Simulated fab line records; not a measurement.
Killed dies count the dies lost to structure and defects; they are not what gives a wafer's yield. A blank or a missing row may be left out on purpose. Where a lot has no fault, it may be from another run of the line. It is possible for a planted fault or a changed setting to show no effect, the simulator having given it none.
Matching of chambers -- flow gf180mcu -- GF_V4_CMP_26 on cmp-01: 4 sister chambers
The step polishes, stops on SiO2, t overpolish 15 s, target thk 0 nm. 8 wafers are shown with their chamber, then 10 later ones without.

== WAFERS WITH THEIR CHAMBER ==
wafer,chamber,motorCurrentA (A),timeToEndpointS (s)
L087.2,2,12.1,90
L087.3,1,10.5,88
L090.4,1,9.8,78
L090.6,2,12.7,86
L091.5,3,11.5,87
L091.6,0,11.1,87
L092.3,0,10.3,82
L092.4,3,11.2,78

== WAFERS WHOSE CHAMBER IS MISSING ==
wafer,motorCurrentA (A),timeToEndpointS (s)
L092.5,9.3,78
L093.2,11.4,86
L093.4,11.0,87
L093.6,10.2,82
L094.1,11.8,83
L094.3,10.3,81
L094.4,12.9,84
L095.1,10.6,90
L095.5,9.6,85
L095.6,12.1,87

== WHICH CHAMBER EACH ONE RAN IN ==
wafer,from the rows above,in truth
L092.5,can't be placed: 1 or 0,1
L093.2,can't be placed: 3 or 0 or 2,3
L093.4,can't be placed: 0 or 3 or 1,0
L093.6,can't be placed: 1 or 0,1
L094.1,can't be placed: 3 or 2 or 0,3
L094.3,can't be placed: 1 or 0 or 3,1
L094.4,2,2
L095.1,can't be placed: 0 or 1 or 3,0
L095.5,can't be placed: 1 or 0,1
L095.6,can't be placed: 2 or 3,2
Placed correctly: 1 of 10. Unplaceable from these rows: 9, with the true chamber sitting among the candidates in 9. Wrongly placed: 0.
How it was worked out, from the rows above alone: a wafer's distance from a chamber is the root of the sum, over the readings, of the square of ((its reading less the chamber's mean) divided by the reading's scatter). If the next closest chamber is less than 2 further off than the closest, the wafer can't be placed; otherwise it belongs to the closest. The mean given for a chamber averages the wafers shown for that chamber. The scatter: the root of (the sum of the squares of (reading less its chamber's mean) over the shown wafers, divided by (wafers less chambers)).
